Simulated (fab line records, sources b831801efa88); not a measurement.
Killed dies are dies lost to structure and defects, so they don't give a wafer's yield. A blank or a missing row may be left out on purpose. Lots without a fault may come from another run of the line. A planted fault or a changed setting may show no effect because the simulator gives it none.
Chamber matching | flow sky130 | SKY_CONTACT_CMP_27 on cmp-02: 4 sister chambers
The step polishes, stops on SiO2, t overpolish 15 s, target thk 0 nm. 4 wafers are shown with their chamber, then 12 later ones without.

WAFERS WITH THEIR CHAMBER
wafer  | chamber | motor_current_A (A)
L088.3 | 0       | 11.4
L089.3 | 2       | 12.5
L089.4 | 1       | 11.4
L089.6 | 3       | 11.5

WAFERS WITHOUT THEIR CHAMBER
wafer  | motor_current_A (A)
L091.1 | 11.8
L091.4 | 11.3
L091.5 | 11.1
L092.2 | 11.4
L092.5 | 11.3
L092.6 | 11.3
L096.1 | 11.0
L096.2 | 10.6
L096.4 | 11.1
L097.4 | 11.2
L097.5 | 10.4
L097.6 | 11.8

WHICH CHAMBER EACH WENT THROUGH
wafer  | from the rows above               | in truth
L091.1 | can't be placed: 3 or 0 or 1 or 2 | 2
L091.4 | can't be placed: 0 or 1 or 3      | 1
L091.5 | can't be placed: 0 or 1 or 3      | 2
L092.2 | can't be placed: 0 or 1 or 3      | 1
L092.5 | can't be placed: 0 or 1 or 3      | 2
L092.6 | can't be placed: 0 or 1 or 3      | 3
L096.1 | can't be placed: 0 or 1 or 3      | 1
L096.2 | can't be placed: 0 or 1 or 3      | 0
L096.4 | can't be placed: 0 or 1 or 3      | 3
L097.4 | can't be placed: 0 or 1 or 3      | 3
L097.5 | can't be placed: 0 or 1 or 3      | 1
L097.6 | can't be placed: 3 or 0 or 1 or 2 | 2
Placed correctly: 0 of 12. Can't be placed from these rows: 12 (the true chamber is among the candidates in 10). Placed wrongly: 0.
How it was worked out, from the rows above alone: a wafer's distance from a chamber is the root of the sum, over the readings, of the square of ((its reading less the chamber's mean) divided by the reading's scatter). The wafer belongs to the nearest chamber; if the next one is less than 2 further off, it can't be placed. A chamber's mean is the mean of its shown wafers. The scatter: with one shown wafer a chamber, the root of the mean of the squares of how far each hidden wafer lies from its nearest shown one.
